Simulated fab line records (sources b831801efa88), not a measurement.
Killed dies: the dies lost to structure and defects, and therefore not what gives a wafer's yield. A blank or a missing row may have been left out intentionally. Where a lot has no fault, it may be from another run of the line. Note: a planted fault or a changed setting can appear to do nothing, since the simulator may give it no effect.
fab line records -- flow sky130
record lots=6, wafers=18, lastDay=49
route steps=708 shown LDD_P@263 LDD_HVN@267 LDD_HVP@278 PAD_OPEN@708
lots that met no fault: from a run of the same line without faults
startH: the number of hours between the record's first day and the start of the first shown wafer of the lot -- waitH: how many hours have passed since the lot's step before this one -- " same as the row above -- L1.1+2: one row covering several wafers at once -- - no value, or no start given -- * or withheld: withheld -- < > ~ a bound
route shown NAME@n: a module of which the file shows steps, and the number in the route of the first -- usual: mean/standard deviation taken from wafers without a fault -- same: alike in all rows -- chamber/n: place in a boat -- sites: the reading at each site -- _std_site: the values' standard deviation -- _edge_site: outer sites' mean less inner sites' -- radiusMm: how far each site lies from the wafer's centre -- mask NAME#n: copy n -- behind: the tool/chamber that last shaped the wafer -- hold: why the lot was held/for how many hours/how that ended -- device: the n, p or np transistor that did not switch -- end of line: the tests these same wafers got at the end of their route -- where a step has no rows: the recipe by itself -- killed: dies that structure and defects cost at the first sort, which is not the same as the wafer's yield -- map: shows each die of a wafer: x if killed, . if not, _ if none is there
set.NAME: the setting the step ran with; set.NAME@STEP: the setting that earlier step ran with -- model.NAME: the simulator's own value behind a step, which no gauge read
a table for each step, a row for each wafer; lots at some steps of the route
services: from which hour (startH, from the record's first day; less than 0 if before it) a tool's chamber was out of use, for how many hours, and why
## steps
# step SKY_LDD_P_OVL_MEAS_08
# usual LDD_P_OVL=1.2/1.7
lot.wafer,tool,chamber,startH,waitH,LDD_P_OVL[nm]
L822.2,overlay-01,-,512.99,0.1,0.4
L822.4,overlay-01,-,512.99,0.1,0.5
L822.5,overlay-01,-,512.99,0.1,0.1
L824.2,overlay-02,-,535.70,0.1,0.9
L824.3,overlay-02,-,535.70,0.1,0.9
L824.4,overlay-02,-,535.70,0.1,0.4
L826.3,overlay-01,-,544.36,0.1,2.0
L826.4,overlay-01,-,544.36,0.1,1.8
L826.6,overlay-01,-,544.36,0.1,-0.2
L827.1,overlay-01,-,553.59,0.1,2.2
L827.4,overlay-01,-,553.59,0.1,2.8
L827.6,overlay-01,-,553.59,0.1,1.2
L834.2,overlay-02,-,605.74,0.1,2.5
L834.5,overlay-02,-,605.74,0.1,1.4
L834.6,overlay-02,-,605.74,0.1,2.8
L835.1,overlay-02,-,612.44,0.1,-0.6
L835.4,overlay-02,-,612.44,0.1,-0.3
L835.6,overlay-02,-,612.44,0.1,-1.2
# step SKY_LDD_P_IMPLANT_09
# recipe species=BF2, energyKev=25, doseCm2=1e+13, tiltDeg=withheld
# step SKY_LDD_P_STRIP_10
# recipe chemistry=O2/N2, powerW=1400, pressureMtorr=1500, platenTempC=withheld, o2FlowSccm=3000, n2FlowSccm=300, overashFraction=0.5
# usual drypumpMotorCurrentA=5.8/0.62, oesProductAu=0.716/0.0046, stripTimeToEndpointS=14.21/0.038
lot.wafer,tool,chamber,startH,waitH,drypumpMotorCurrentA,oesProductAu,rfHoursCounterH,stripTimeToEndpointS
L822.2,plasmaAsher-03,0,513.17,0.1,5.1,0.720,8,14.21
L822.4,plasmaAsher-03,1,513.17,0.1,5.5,0.712,-,14.24
L822.5,plasmaAsher-03,0,513.17,0.1,5.1,0.722,-,14.20
L824.2,plasmaAsher-03,0,535.88,0.1,5.1,0.718,10,14.24
L824.3,plasmaAsher-03,1,535.88,0.1,5.5,0.716,-,14.25
L824.4,plasmaAsher-03,0,535.88,0.1,5.1,0.721,-,14.21
L826.3,plasmaAsher-04,1,544.57,0.1,6.1,0.711,-,14.18
L826.4,plasmaAsher-04,0,544.57,0.1,6.7,0.716,-,14.16
L826.6,plasmaAsher-04,0,544.57,0.1,6.6,0.713,-,14.18
L827.1,plasmaAsher-02,0,553.77,0.1,5.5,0.712,85,14.27
L827.4,plasmaAsher-02,0,553.77,0.1,5.5,0.714,-,14.26
L827.6,plasmaAsher-02,0,553.77,0.1,5.5,0.715,-,14.28
L834.2,plasmaAsher-03,0,605.92,0.1,5.1,0.724,17,14.23
L834.5,plasmaAsher-03,0,605.92,0.1,5.1,0.718,-,14.21
L834.6,plasmaAsher-03,1,605.92,0.1,5.6,0.718,-,14.25
L835.1,plasmaAsher-02,1,612.62,0.1,6.7,0.719,90,14.22
L835.4,plasmaAsher-02,1,612.62,0.1,6.7,0.708,-,14.27
L835.6,plasmaAsher-02,0,612.62,0.1,5.5,0.717,-,14.27
# step SKY_LDD_P_TW_MEAS_11
# usual LDD_P_TW=627/3.5
lot.wafer,tool,chamber,startH,waitH,LDD_P_TW
L822.2,filmMetro-03,-,513.28,0.1,618
L822.4,filmMetro-03,-,513.28,0.1,619
L822.5,filmMetro-03,-,513.28,0.1,621
L824.2,filmMetro-04,-,535.99,0.1,624
L824.3,filmMetro-04,-,535.99,0.1,629
L824.4,filmMetro-04,-,535.99,0.1,626
L826.3,filmMetro-03,-,544.65,0.1,626
L826.4,filmMetro-03,-,544.65,0.1,624
L826.6,filmMetro-03,-,544.65,0.1,624
L827.1,filmMetro-02,-,553.87,0.1,632
L827.4,filmMetro-02,-,553.87,0.1,630
L827.6,filmMetro-02,-,553.87,0.1,634
L834.2,filmMetro-02,-,606.03,0.1,629
L834.5,filmMetro-02,-,606.03,0.1,625
L834.6,filmMetro-02,-,606.03,0.1,625
L835.1,filmMetro-02,-,612.72,0.1,628
L835.4,filmMetro-02,-,612.72,0.1,626
L835.6,filmMetro-02,-,612.72,0.1,628
# step SKY_LDD_HVN_DEHYDRATE_00
# recipe tempC=200, timeS=60
# step SKY_LDD_HVN_HMDS_01
# recipe primeTimeS=60, primeTempC=120
# step SKY_LDD_HVN_COAT_02
# recipe resist=NOVOLAK, spinRpm=3000, resistThkNm=300
# step SKY_LDD_HVN_SOFTBAKE_03
# recipe tempC=90, timeS=60, resist=NOVOLAK
# step SKY_LDD_HVN_EXPOSE_04
# recipe maskId=HVNTM, na=0.6, sourceShape=conventional, sigmaOuter=0.6, polarization=unpolarized, targetCdNm=700, doseMj=127
# step SKY_LDD_HVN_PEB_05
# recipe tempC=withheld, timeS=*, resist=NOVOLAK
# step SKY_LDD_HVN_DEVELOP_06
# recipe resist=NOVOLAK, developer=TMAH, developTimeS=60, devTempC=23
# step SKY_LDD_HVN_OVL_MEAS_07
# usual LDD_HVN_OVL=-0.4/1.4
lot.wafer,tool,chamber,startH,waitH,LDD_HVN_OVL[nm]
L822.2,overlay-01,-,543.26,0.1,0.9
L822.4,overlay-01,-,543.26,0.1,-1.8
L822.5,overlay-01,-,543.26,0.1,-1.2
L824.2,overlay-02,-,565.36,0.1,-2.1
L824.3,overlay-02,-,565.36,0.1,-2.8
L824.4,overlay-02,-,565.36,0.1,-3.0
L826.3,overlay-01,-,574.12,0.1,-1.1
L826.4,overlay-01,-,574.12,0.1,-0.4
L826.6,overlay-01,-,574.12,0.1,-0.8
L827.1,overlay-02,-,582.08,0.1,-0.4
L827.4,overlay-02,-,582.08,0.1,0.5
L827.6,overlay-02,-,582.08,0.1,-0.1
L834.2,overlay-02,-,633.83,0.1,-0.2
L834.5,overlay-02,-,633.83,0.1,-0.4
L834.6,overlay-02,-,633.83,0.1,1.1
L835.1,overlay-02,-,639.93,0.1,1.0
L835.4,overlay-02,-,639.93,0.1,-0.3
L835.6,overlay-02,-,639.93,0.1,1.1
# step SKY_LDD_HVN_IMPLANT_08
# recipe species=P, energyKev=60, doseCm2=3e+13, tiltDeg=40
# usual beamEnergyKeV=60.002/0.018
lot.wafer,tool,chamber,startH,waitH,beamEnergyKeV,model.implant.rpNm,model.implant.drpNm
L822.2,implanter-04,0,543.32,0.0,59.997,54.25,28.15
L822.4,implanter-04,0,543.32,0.0,59.986,54.25,28.15
L822.5,implanter-04,0,543.32,0.0,60.016,54.25,28.15
L824.2,implanter-02,0,565.42,0.0,60.028,54.98,28.15
L824.3,implanter-02,0,565.42,0.0,60.012,54.98,28.15
L824.4,implanter-02,0,565.42,0.0,60.020,54.98,28.15
L826.3,implanter-03,0,574.19,0.1,59.976,56.3,28.15
L826.4,implanter-03,0,574.19,0.1,60.002,56.3,28.15
L826.6,implanter-03,0,574.19,0.1,59.981,56.3,28.15
L827.1,implanter-04,0,582.11,0.0,60.008,56.19,28.15
L827.4,implanter-04,0,582.11,0.0,60.050,56.19,28.15
L827.6,implanter-04,0,582.11,0.0,60.034,56.19,28.15
L834.2,implanter-03,0,633.89,0.0,82.826,76.11,37.11
L834.5,implanter-03,0,633.89,0.0,82.843,76.11,37.11
L834.6,implanter-03,0,633.89,0.0,82.808,76.11,37.11
L835.1,implanter-03,0,639.96,0.0,82.847,78.06,37.11
L835.4,implanter-03,0,639.96,0.0,82.826,78.06,37.11
L835.6,implanter-03,0,639.96,0.0,82.797,78.06,37.11
# step SKY_LDD_HVN_STRIP_09
# recipe chemistry=O2/N2, powerW=1400, pressureMtorr=1500, platenTempC=withheld, o2FlowSccm=3000, n2FlowSccm=300, overashFraction=0.5
# usual drypumpMotorCurrentA=5.6/0.6, oesProductAu=0.409/0.0045, stripTimeToEndpointS=4.140/0.015
lot.wafer,tool,chamber,startH,waitH,drypumpMotorCurrentA,oesProductAu,rfHoursCounterH,stripTimeToEndpointS
L822.2,plasmaAsher-03,1,543.44,0.1,5.5,0.406,11,4.136
L822.4,plasmaAsher-03,1,543.44,0.1,5.5,0.407,-,4.153
L822.5,plasmaAsher-03,0,543.44,0.1,5.1,0.417,-,4.145
L824.2,plasmaAsher-03,1,565.54,0.1,5.5,0.402,13,4.129
L824.3,plasmaAsher-03,0,565.54,0.1,5.1,0.405,-,4.139
L824.4,plasmaAsher-03,1,565.54,0.1,5.5,0.402,-,4.166
L826.3,plasmaAsher-02,0,574.32,0.1,5.5,0.416,-,4.162
L826.4,plasmaAsher-02,1,574.32,0.1,6.6,0.410,-,4.144
L826.6,plasmaAsher-02,0,574.32,0.1,5.5,0.408,-,4.163
L827.1,plasmaAsher-01,1,582.26,0.1,5.0,0.409,78,4.152
L827.4,plasmaAsher-01,0,582.26,0.1,5.4,0.409,-,4.160
L827.6,plasmaAsher-01,0,582.26,0.1,5.4,0.408,-,4.145
L834.2,plasmaAsher-02,0,634.01,0.1,5.5,0.408,92,4.129
L834.5,plasmaAsher-02,1,634.01,0.1,6.7,0.407,-,4.156
L834.6,plasmaAsher-02,0,634.01,0.1,5.5,0.415,-,4.120
L835.1,plasmaAsher-02,0,640.11,0.1,5.5,0.411,93,4.111
L835.4,plasmaAsher-02,0,640.11,0.1,5.5,0.412,-,4.130
L835.6,plasmaAsher-02,1,640.11,0.1,6.7,0.407,-,4.138
# step SKY_LDD_HVN_TW_MEAS_10
# usual LDD_HVN_TW=1419/10
lot.wafer,tool,chamber,startH,waitH,LDD_HVN_TW
L822.2,filmMetro-02,-,543.55,0.1,1430
L822.4,filmMetro-02,-,543.55,0.1,1426
L822.5,filmMetro-02,-,543.55,0.1,1423
L824.2,filmMetro-01,-,565.65,0.1,1435
L824.3,filmMetro-01,-,565.65,0.1,1431
L824.4,filmMetro-01,-,565.65,0.1,1430
L826.3,filmMetro-02,-,574.41,0.1,1428
L826.4,filmMetro-02,-,574.41,0.1,1428
L826.6,filmMetro-02,-,574.41,0.1,1419
L827.1,filmMetro-02,-,582.36,0.1,1421
L827.4,filmMetro-02,-,582.36,0.1,1435
L827.6,filmMetro-02,-,582.36,0.1,1426
L834.2,filmMetro-02,-,634.12,0.1,1546
L834.5,filmMetro-02,-,634.12,0.1,1542
L834.6,filmMetro-02,-,634.12,0.1,1543
L835.1,filmMetro-02,-,640.21,0.1,1541
L835.4,filmMetro-02,-,640.21,0.1,1548
L835.6,filmMetro-02,-,640.21,0.1,1544
# step SKY_LDD_HVP_DEHYDRATE_00
# recipe tempC=200, timeS=60
# step SKY_PAD_OPEN_PROBE_99
# usual killed_at_M0_to_M3=44/7.9, killed_at_M4_up=3.1/2, killedAtContacts=23/4.9, killedAtFrontEnd=15/3.9, killedAtOther=0.2/0.49, killedDies=86/10, killedOpen=47/7.1, killedShort=39/7.1
# same grossDies=492, killedAtBackSide=0
lot.wafer,tool,chamber,startH,waitH,killed_at_M0_to_M3,killed_at_M4_up,killedAtContacts,killedAtFrontEnd,killedAtOther,killedDies,killedOpen,killedShort,model.etest.tip_n_5v.rsOhmSq,model.etest.nfetG5v0d10v5.rOnOhmUm,model.etest.nfetG5v0d10v5.driveUaUm,model.etest.nfet_05v0_nvt.driveUaUm,model.etest.ring_5v.delayPs,model.etest.nfetG5v0d10v5.vtSatV,model.etest.nfetG5v0d10v5.vtV,model.etest.nfet_05v0_nvt.vtSatV
L822.2,prober-01,-,1135.06,0.1,31,5,29,11,0,76,43,33,1419,1873,614.2,577.5,44.66,0.7681,0.8189,0.2997
L822.4,prober-01,-,1135.16,0.2,47,1,20,18,0,86,43,43,1419,1850,615.2,584.9,44.32,0.7671,0.8238,0.3084
L822.5,prober-01,-,1135.21,0.2,36,1,40,21,0,98,59,39,1424,1888,605.1,576,44.7,0.7758,0.8276,0.3104
L824.2,prober-02,-,1142.66,0.1,53,2,22,21,0,98,53,45,1394,1893,595.1,565.8,44.96,0.7667,0.8279,0.2832
L824.3,prober-02,-,1142.71,0.2,43,2,33,15,2,95,50,44,1403,1908,597.1,567.8,45.27,0.7689,0.8285,0.2893
L824.4,prober-02,-,1142.76,0.2,34,4,25,17,0,80,38,42,1381,1898,607.3,572.5,44.68,0.7563,0.8156,0.2824
L826.3,prober-02,-,1144.99,0.2,47,4,27,13,0,91,52,39,1366,1856,619.2,580.8,44.05,0.7609,0.8204,0.2853
L826.4,prober-02,-,1145.04,0.2,35,2,27,17,0,81,37,44,1373,1851,620.8,591.5,44.37,0.7583,0.8153,0.29
L826.6,prober-02,-,1145.14,0.2,49,7,21,10,0,87,54,33,1375,1884,605.7,579.3,43.95,0.7747,0.8327,0.2942
L827.1,prober-01,-,1149.81,0.1,57,4,34,17,1,113,58,54,1412,1875,613,575.4,44.35,0.7546,0.8106,0.3095
L827.4,prober-01,-,1149.96,0.2,42,5,20,20,0,87,55,32,1417,1889,601.8,575.6,45.11,0.7735,0.8275,0.3139
L827.6,prober-01,-,1150.06,0.2,47,1,29,17,0,94,55,39,1411,1864,605.9,569.6,44.47,0.7563,0.8129,0.3089
L834.2,prober-02,-,1184.34,0.1,46,5,22,16,1,90,46,44,1232,1802,635.7,592,43.65,0.6935,0.7782,0.2842
L834.5,prober-02,-,1184.49,0.2,35,6,22,16,0,79,42,37,1233,1811,631.5,584.7,43.25,0.7019,0.7877,0.2799
L834.6,prober-02,-,1184.54,0.2,43,2,27,7,0,79,44,35,1232,1820,634.2,586.2,44.51,0.7035,0.7838,0.2803
L835.1,prober-01,-,1186.32,0.1,50,0,20,16,1,87,50,35,1210,1794,641.9,594.6,43.45,0.6698,0.7577,0.2649
L835.4,prober-01,-,1186.47,0.2,60,3,25,16,2,106,49,57,1215,1826,631.6,589.9,44.59,0.6996,0.7839,0.2718
L835.6,prober-01,-,1186.57,0.2,28,4,19,14,0,65,36,29,1210,1806,631.8,588.8,44.37,0.6926,0.7796,0.2718
# killed by level:class
L822.2 CONTACT:geometricParticle:open=14 VIA1:geometricParticle:open=7 LOCAL_INTERCONNECT:geometricParticle:short=6 VIA3:geometricParticle:open=6 VIA2:geometricParticle:open=5 FIELD_ISO:geometricParticle:short=5 LI_CONTACT:geometricParticle:open=5 VIA1:geometricParticle:short=5
L822.4 VIA3:geometricParticle:open=9 CONTACT:geometricParticle:open=8 VIA1:geometricParticle:short=7 FIELD_ISO:geometricParticle:open=6 METAL3:geometricParticle:short=6 VIA1:geometricParticle:open=6 FIELD_ISO:geometricParticle:short=5 METAL2:geometricParticle:short=5
L822.5 CONTACT:geometricParticle:open=20 VIA1:geometricParticle:open=11 FIELD_ISO:geometricParticle:short=8 LI_CONTACT:geometricParticle:open=6 LOCAL_INTERCONNECT:geometricParticle:short=6 VIA2:geometricParticle:open=5 VIA3:geometricParticle:open=5 FIELD_ISO:geometricParticle:open=4
L824.2 VIA1:geometricParticle:open=10 VIA3:geometricParticle:open=8 LI_CONTACT:geometricParticle:open=7 METAL1:geometricParticle:short=7 VIA1:geometricParticle:short=7 METAL2:geometricParticle:short=7 FIELD_ISO:geometricParticle:open=6 VIA2:geometricParticle:open=6
L824.3 VIA1:geometricParticle:open=13 CONTACT:geometricParticle:open=12 CONTACT:geometricParticle:short=8 METAL2:geometricParticle:short=8 LI_CONTACT:geometricParticle:open=5 VIA3:geometricParticle:open=5 METAL1:geometricParticle:short=5 FIELD_ISO:geometricParticle:short=4
L824.4 CONTACT:geometricParticle:open=9 LI_CONTACT:geometricParticle:open=7 FIELD_ISO:geometricParticle:short=6 LI_CONTACT:geometricParticle:short=5 METAL2:geometricParticle:short=5 VIA2:geometricParticle:open=5 METAL1:geometricParticle:short=4 VIA3:geometricParticle:short=4
L826.3 CONTACT:geometricParticle:open=11 VIA2:geometricParticle:open=8 VIA1:geometricParticle:open=8 LI_CONTACT:geometricParticle:open=7 VIA3:geometricParticle:open=6 LOCAL_INTERCONNECT:geometricParticle:short=5 METAL1:geometricParticle:short=5 METAL2:geometricParticle:short=5
L826.4 METAL2:geometricParticle:short=9 CONTACT:geometricParticle:open=7 POLY_GATE:geometricParticle:open=6 LI_CONTACT:geometricParticle:open=6 VIA1:geometricParticle:open=6 CONTACT:geometricParticle:short=5 METAL1:geometricParticle:short=5 FIELD_ISO:geometricParticle:open=4
L826.6 VIA1:geometricParticle:open=12 CONTACT:geometricParticle:open=9 LI_CONTACT:geometricParticle:open=7 VIA2:geometricParticle:open=7 VIA3:geometricParticle:open=7 METAL4:geometricParticle:short=6 CONTACT:geometricParticle:short=4 METAL2:geometricParticle:short=4
L827.1 VIA1:geometricParticle:open=13 VIA2:geometricParticle:open=10 LI_CONTACT:geometricParticle:open=9 CONTACT:geometricParticle:open=9 LOCAL_INTERCONNECT:geometricParticle:short=6 LI_CONTACT:geometricParticle:short=6 VIA2:geometricParticle:short=6 METAL2:geometricParticle:short=6
L827.4 VIA1:geometricParticle:open=15 CONTACT:geometricParticle:open=7 LI_CONTACT:geometricParticle:open=6 CONTACT:geometricParticle:short=6 VIA2:geometricParticle:open=6 FIELD_ISO:geometricParticle:short=5 POLY_GATE:geometricParticle:short=4 METAL2:geometricParticle:short=4
L827.6 VIA1:geometricParticle:open=16 CONTACT:geometricParticle:open=15 FIELD_ISO:geometricParticle:short=7 LI_CONTACT:geometricParticle:open=7 VIA1:geometricParticle:short=6 VIA2:geometricParticle:open=5 METAL1:geometricParticle:short=5 VIA3:geometricParticle:open=5
L834.2 CONTACT:geometricParticle:open=12 VIA1:geometricParticle:open=8 VIA1:geometricParticle:short=6 VIA2:geometricParticle:open=6 VIA3:geometricParticle:open=6 FIELD_ISO:geometricParticle:open=5 POLY_GATE:geometricParticle:short=5 METAL1:geometricParticle:short=5
L834.5 LI_CONTACT:geometricParticle:open=10 VIA2:geometricParticle:open=7 FIELD_ISO:geometricParticle:short=6 VIA1:geometricParticle:open=6 VIA2:geometricParticle:short=6 POLY_GATE:geometricParticle:short=5 METAL4:geometricParticle:short=5 CONTACT:geometricParticle:open=4
L834.6 LI_CONTACT:geometricParticle:open=8 CONTACT:geometricParticle:open=8 VIA3:geometricParticle:open=8 LOCAL_INTERCONNECT:geometricParticle:short=7 METAL2:geometricParticle:short=7 VIA2:geometricParticle:open=7 METAL1:geometricParticle:short=6 VIA1:geometricParticle:open=4
L835.1 VIA3:geometricParticle:open=10 VIA2:geometricParticle:open=8 VIA1:geometricParticle:open=7 VIA1:geometricParticle:short=7 METAL1:geometricParticle:short=6 LOCAL_INTERCONNECT:geometricParticle:short=5 CONTACT:geometricParticle:short=5 CONTACT:geometricParticle:open=4
L835.4 METAL1:geometricParticle:short=12 CONTACT:geometricParticle:open=10 VIA3:geometricParticle:open=9 VIA1:geometricParticle:open=8 POLY_GATE:geometricParticle:short=8 VIA1:geometricParticle:short=7 VIA2:geometricParticle:open=6 CONTACT:geometricParticle:short=5
L835.6 CONTACT:geometricParticle:open=8 VIA3:geometricParticle:open=7 FIELD_ISO:geometricParticle:short=5 POLY_GATE:geometricParticle:open=4 LI_CONTACT:geometricParticle:open=4 LI_CONTACT:geometricParticle:short=4 METAL1:geometricParticle:short=4 VIA1:geometricParticle:open=4
## services
tool,chamber,startH,hours,kind
implanter-03,-,508.97,2.8,repair
implanter-02,-,511.91,2.9,pm
implanter-04,-,529.60,3.1,pm
implanter-02,-,535.03,6.1,pm
plasmaAsher-01,-,617.43,1.3,repair
implanter-04,-,623.32,5.3,pm
## key
firstSign step=SKY_LDD_HVN_IMPLANT_08, reading=beamEnergyKeV, direction=up, sigmas=99+, usual=*, struck=*
effect step=SKY_LDD_HVN_TW_MEAS_10, reading=LDD_HVN_TW, direction=up, sigmas=12, usual=1419, struck=1544
modelEffect step=SKY_LDD_HVN_IMPLANT_08, value=implant.rpNm, without=55.33, struck=77.08
modelEffect step=SKY_PAD_OPEN_PROBE_99, value=etest.tip_n_5v.rsOhmSq, without=1393, struck=1222
metAt SKY_LDD_HVN_IMPLANT_08
struckWafers L834.2,L834.5,L834.6,L835.1,L835.4,L835.6
testerLeftOut L834,L835
onsetBetween 574.19 633.89
fault kind=processParameterDrift, tool=implanter-03, chamber=-, onsetH=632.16, steps=SKY_LDD_HVN_IMPLANT_08, channel=energyKev, offset=*, shape=step, endH=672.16, actsIn=*, stated=*
# testerLeftOut: of these lots the tester's yield and bins aren't shown, on N5 and GAA mostly nor the transistor test; their killed dies are dies lost to structure and defects alone, not to doping, threshold or leakage, so they don't give the yield
